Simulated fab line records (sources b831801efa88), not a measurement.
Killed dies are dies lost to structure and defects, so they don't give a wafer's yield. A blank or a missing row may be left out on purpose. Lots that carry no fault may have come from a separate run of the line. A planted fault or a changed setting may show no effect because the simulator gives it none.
8D (eight disciplines) problem report, filled in by code	flow sky130	the parts of the form that need people (team, actions taken, sign-off) are left out

1. PROBLEM STATEMENT
LDD_P_TW at SKY_LDD_P_TW_MEAS_11 reads a mean of 30 on 3 wafers of 1 lot; wafers without a fault read 637 with a standard deviation of 3.4. That is -99 or more standard deviations from the usual mean.
First observed at day 23 20:22: wafer L177.1, on film metro-03. At this step, 39 wafers from 13 lots have a number in the record. Rule for "out" (also "out of limits"): further than 4 standard deviations from the usual mean. The other wafers with a number count as sound.

2. WHAT IT IS AND WHAT IT IS NOT
question	is	is not
which readings at this step	LDD_P_TW	-
which lots	L177	L165, L166, L167, L168, L171, L172, L173, L174, L175, L176, L187, L188
which wafers of those lots	all that have a number	-
read on which gauges	film metro-03	film metro-01, film metro-02
when	from day 23 20:22	up to then (30 sound wafers); but 6 sound wafers of L187, L188 came after

3. WHAT RULES OUT EACH SUSPECT
Counting: a tool at any process step up to the reading remains a suspect when it ran all the lots that are out and ran no sound lot after the first of those.
- the gauge at SKY_LDD_P_TW_MEAS_11 has been ruled out. All the wafers that are out were read on film metro-03, but those of them that SKY_LDD_N_STRIP_16 has rows for are out there too, on other tools.
- plasma asher-02 at SKY_RES_PROTECT_STRIP_07 (strips in O2/N2): ruled out as a lasting fault. Sound lots L188 ran on it after its first lot that is out, L177 (day 19 19:44).
- plasma asher-04 at SKY_LDD_N_STRIP_16 (strips in O2/N2): kept. It ran the lot that is out, L177 (day 22 13:36), and no sound lot after that; its last sound lot up to then is L176 (day 22 10:17). Its own oes product au readings are out on those wafers.
- plasma asher-03 at SKY_LDD_P_STRIP_10 (strips in O2/N2): kept. It ran the lot that is out, L177 (day 23 20:16), and no sound lot after that; its last sound lot up to then is L168 (day 20 05:48). Its own strip time to endpoint s readings are out on those wafers.
After counting, plasma asher-04 at SKY_LDD_N_STRIP_16 and plasma asher-03 at SKY_LDD_P_STRIP_10 remain.

4. THE CAUSE (what the simulator had put in)
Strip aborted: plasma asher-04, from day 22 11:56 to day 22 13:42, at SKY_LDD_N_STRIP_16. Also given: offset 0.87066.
2 suspects survive the count, and this tool is in that group.

5. THE CHAIN OF EFFECTS, in route order
Each row: a reading where the mean over the struck wafers with a number is more than 3 standard deviations away from the usual. Scope: only readings with a usual standard deviation given in the record; hours: median across lots of the time from each lot's start at the first step in this table that gives one to its start at this step; sigmas: change in usual standard deviations.
hours	step	reading	usual	on struck wafers	change	sigmas
0	SKY_LDD_N_STRIP_16	oes product au	0.406 a.u.	0.895	+0.489	+99 or more
31	SKY_LDD_P_STRIP_10	strip time to endpoint s	14.19 s	16.10	+1.91	+44
31	SKY_LDD_P_TW_MEAS_11	LDD_P_TW	637	30	-607	-99 or more
Its process steps:
- SKY_LDD_N_STRIP_16: strips in O2/N2.
- SKY_LDD_P_STRIP_10: strips in O2/N2.
Readings that are blank on the struck wafers while sound wafers have them: strip time to endpoint s at SKY_LDD_N_STRIP_16.

6. HOW IT WOULD HAVE BEEN CAUGHT EARLIER
In this record the first reading out of limits at a measuring or inspecting step was taken at day 23 20:22, 32 hours after the fault began at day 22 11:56.
The tool's own readings at SKY_LDD_N_STRIP_16 were out on every struck wafer that the step has a row for (oes product au): an alarm limit on them would have fired on the first of those.
All the lots that are out (1) had begun SKY_LDD_N_STRIP_16 on plasma asher-04 by day 23 20:22. A hold on the tool at that time would have spared none of them.
